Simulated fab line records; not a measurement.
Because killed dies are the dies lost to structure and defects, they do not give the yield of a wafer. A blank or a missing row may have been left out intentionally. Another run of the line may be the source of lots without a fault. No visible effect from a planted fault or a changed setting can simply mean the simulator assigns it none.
Chamber matching | flow sfq-line | 4 sister chambers for SFQ_TRILAYER_A5B_CMP_CMP_130 on cmp-01
The step polishes, stops on Nb, target thk 340.7 nm. 18 wafers are shown with their chamber, then 9 later ones without.

## WAFERS WITH THEIR CHAMBER
wafer  | chamber | motor-current-A (A) | edge-zone-pressure-frac | head-pressure-psi (psi)
L899.3 | 3       | 11.4                | 0.997                   | 3.003
L899.1 | 1       | 9.5                 | 0.991                   | 2.997
L899.4 | 2       | 11.0                | 1.005                   | 2.989
L900.2 | 1       | 9.7                 | 1.003                   | 3.014
L900.4 | 3       | 11.4                | 0.995                   | 2.999
L900.5 | 2       | 11.2                | 1.006                   | 3.004
L901.4 | 0       | 11.4                | 1.004                   | 2.995
L901.2 | 2       | 11.6                | 0.994                   | 2.996
L901.5 | 1       | 9.6                 | 0.998                   | 3.008
L905.1 | 2       | 10.8                | 1.002                   | 3.005
L905.2 | 0       | 11.0                | 1.001                   | 3.003
L905.5 | 2       | 10.9                | 1.004                   | 3.007
L909.3 | 2       | 11.1                | 0.995                   | 2.992
L909.4 | 3       | 11.6                | 0.997                   | 2.997
L909.5 | 3       | 11.2                | 0.995                   | 2.984
L910.2 | 2       | 10.9                | 0.996                   | 2.999
L910.4 | 1       | 9.9                 | 1.004                   | 3.002
L910.6 | 0       | 11.1                | 1.005                   | 2.996

SIGNATURES (means of the wafers above)
reading                 | chamber 0 | chamber 1 | chamber 2 | chamber 3 | scatter within a chamber
motor-current-A         | 11.167    | 9.675     | 11.071    | 11.400    | 0.222
edge-zone-pressure-frac | 1.00333   | 0.99900   | 1.00029   | 0.99600   | 0.00444
head-pressure-psi       | 2.99800   | 3.00525   | 2.99886   | 2.99575   | 0.007
Rule: distance of a wafer from a chamber = root of the sum over the readings of ((wafer's reading minus chamber's mean) / reading's scatter) squared. If the next closest chamber is less than 2 further off than the closest, the wafer can't be placed; otherwise it belongs to the closest. How the scatter is found: for the shown wafers, subtract from each reading the mean of its chamber, square and add these, divide the total by (wafers less chambers), then take the root.

## WAFERS WITH NO CHAMBER GIVEN
wafer  | motor-current-A (A) | edge-zone-pressure-frac | head-pressure-psi (psi)
L913.3 | 9.6                 | 1.006                   | 2.996
L913.5 | 11.6                | 0.996                   | 2.999
L913.6 | 11.3                | 1.005                   | 2.992
L915.1 | 11.1                | 0.995                   | 2.994
L915.2 | 9.6                 | 1.004                   | 2.993
L915.5 | 9.8                 | 0.994                   | 3.000
L916.2 | 11.2                | 0.999                   | 2.998
L916.3 | 11.6                | 1.000                   | 2.986
L916.5 | 10.7                | 1.002                   | 3.000

## CHAMBER TAKEN BY EACH
wafer  | from the rows above          | in truth
L913.3 | 1                            | 1
L913.5 | can't be placed: 3 or 0 or 2 | 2
L913.6 | can't be placed: 0 or 2 or 3 | 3
L915.1 | can't be placed: 2 or 3 or 0 | 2
L915.2 | 1                            | 1
L915.5 | 1                            | 1
L916.2 | can't be placed: 2 or 0 or 3 | 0
L916.3 | can't be placed: 3 or 0 or 2 | 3
L916.5 | can't be placed: 2 or 0 or 3 | 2
3 of 9 placed correctly. From these rows, 6 cannot be placed; in 6 the true chamber is one of the candidates. Number placed wrongly: 0.
